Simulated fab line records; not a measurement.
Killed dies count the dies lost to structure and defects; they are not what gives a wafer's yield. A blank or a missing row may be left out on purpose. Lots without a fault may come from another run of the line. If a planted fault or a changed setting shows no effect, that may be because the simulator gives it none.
Which tool did it? / flow sky130 / 37 wafers from 13 lots sampled at 2 of the route's 708 steps

WHAT THE GAUGES READ, wafer by wafer
SKY_LI_CONTACT_THK_MEAS_01. Usual: LI_CONTACT_HDPCVD_THK typically reads 926 nm, with standard deviation 8.3.
lot=L844; measured=day 27 20:33; on=filmMetro-01; LI_CONTACT_HDPCVD_THK (nm)=927 941 929; flag=
lot=L846; measured=day 28 11:35; on=filmMetro-01; LI_CONTACT_HDPCVD_THK (nm)=925 924 932; flag=
lot=L845; measured=day 28 11:41; on=filmMetro-03; LI_CONTACT_HDPCVD_THK (nm)=924 926 920; flag=
lot=L848; measured=day 29 03:35; on=filmMetro-01; LI_CONTACT_HDPCVD_THK (nm)=915 917 915; flag=
lot=L849; measured=day 30 01:46; on=filmMetro-03; LI_CONTACT_HDPCVD_THK (nm)=925 931 920; flag=
lot=L850; measured=day 30 05:28; on=filmMetro-01; LI_CONTACT_HDPCVD_THK (nm)=920 911 921; flag=
lot=L853; measured=day 31 04:16; on=filmMetro-01; LI_CONTACT_HDPCVD_THK (nm)=911 922 916; flag=
lot=L854; measured=day 31 07:18; on=filmMetro-03; LI_CONTACT_HDPCVD_THK (nm)=922 930 939; flag=
lot=L855; measured=day 31 17:29; on=filmMetro-01; LI_CONTACT_HDPCVD_THK (nm)=933 932 929; flag=
lot=L857; measured=day 32 09:35; on=filmMetro-04; LI_CONTACT_HDPCVD_THK (nm)=928 932 939; flag=
lot=L858; measured=day 32 16:47; on=filmMetro-01; LI_CONTACT_HDPCVD_THK (nm)=932 922 931; flag=
lot=L860; measured=day 33 09:24; on=filmMetro-01; LI_CONTACT_HDPCVD_THK (nm)=910 917; flag=
lot=L861; measured=day 33 17:29; on=filmMetro-03; LI_CONTACT_HDPCVD_THK (nm)=928 924; flag=

WHICH TOOL RAN EACH LOT (tool, then ch and the chambers of the sampled wafers, then the start)
lot=L844; SKY_SD_N_RTA_14=rtpAnneal-02 ch 0, day 27 19:53
lot=L846; SKY_SD_N_RTA_14=rtpAnneal-02 ch 0, day 28 10:56
lot=L845; SKY_SD_N_RTA_14=rtpAnneal-01 ch 0, day 28 11:02
lot=L848; SKY_SD_N_RTA_14=rtpAnneal-01 ch 0, day 29 02:56
lot=L849; SKY_SD_N_RTA_14=rtpAnneal-02 ch 0, day 30 01:07
lot=L850; SKY_SD_N_RTA_14=rtpAnneal-01 ch 0, day 30 04:49
lot=L853; SKY_SD_N_RTA_14=rtpAnneal-02 ch 0, day 31 03:37
lot=L854; SKY_SD_N_RTA_14=rtpAnneal-01 ch 0, day 31 06:38
lot=L855; SKY_SD_N_RTA_14=rtpAnneal-02 ch 0, day 31 16:48
lot=L857; SKY_SD_N_RTA_14=rtpAnneal-02 ch 0, day 32 08:56
lot=L858; SKY_SD_N_RTA_14=rtpAnneal-01 ch 0, day 32 16:08
lot=L860; SKY_SD_N_RTA_14=rtpAnneal-01 ch 0, day 33 08:45
lot=L861; SKY_SD_N_RTA_14=rtpAnneal-02 ch 0, day 33 16:50
- SKY_SD_N_RTA_14: time 2 s.

AS READ BY THE TOOLS THEMSELVES (means over the sampled wafers that have a number; for cases with no such wafer, the mark the record gives instead)
SKY_SD_N_RTA_14. Usual: lampPowerPct 15.74 %, standard deviation 0.052; wafer_temp_C_max 1078.1, standard deviation 1.3.
lot=L844; tool=rtpAnneal-02; lampPowerPct (%)=15.71; wafer_temp_C_max=1077.6; flag=
lot=L846; tool=rtpAnneal-02; lampPowerPct (%)=15.73; wafer_temp_C_max=1078.0; flag=
lot=L845; tool=rtpAnneal-01; lampPowerPct (%)=15.75; wafer_temp_C_max=1077.3; flag=
lot=L848; tool=rtpAnneal-01; lampPowerPct (%)=15.75; wafer_temp_C_max=1078.0; flag=
lot=L849; tool=rtpAnneal-02; lampPowerPct (%)=15.70; wafer_temp_C_max=1077.6; flag=
lot=L850; tool=rtpAnneal-01; lampPowerPct (%)=15.71; wafer_temp_C_max=1080.0; flag=
lot=L853; tool=rtpAnneal-02; lampPowerPct (%)=15.76; wafer_temp_C_max=1077.9; flag=
lot=L854; tool=rtpAnneal-01; lampPowerPct (%)=15.74; wafer_temp_C_max=1078.8; flag=
lot=L855; tool=rtpAnneal-02; lampPowerPct (%)=15.75; wafer_temp_C_max=1077.2; flag=
lot=L857; tool=rtpAnneal-02; lampPowerPct (%)=15.69; wafer_temp_C_max=1078.0; flag=
lot=L858; tool=rtpAnneal-01; lampPowerPct (%)=15.71; wafer_temp_C_max=1078.1; flag=
lot=L860; tool=rtpAnneal-01; lampPowerPct (%)=15.76; wafer_temp_C_max=1078.1; flag=
lot=L861; tool=rtpAnneal-02; lampPowerPct (%)=15.74; wafer_temp_C_max=1078.6; flag=

THE ANSWER, worked out from the rows above alone
Rule: a lot counts as off when the mean over its wafers that have a number is more than 3 standard deviations away from the usual mean. Also off: a lot with no number at a reading for which 4 or more lots have one. The other lots that the step has rows for count as sound. First the gauges in route order, then the tools' own readings, where a lot's mean is used as printed above. At the first step where some lot is off, the reading lying furthest off is the one used; lots without a number count as furthest.
Nothing can be told from this: no lot is off at any reading shown.

WHAT THE SIMULATOR HAD INSERTED
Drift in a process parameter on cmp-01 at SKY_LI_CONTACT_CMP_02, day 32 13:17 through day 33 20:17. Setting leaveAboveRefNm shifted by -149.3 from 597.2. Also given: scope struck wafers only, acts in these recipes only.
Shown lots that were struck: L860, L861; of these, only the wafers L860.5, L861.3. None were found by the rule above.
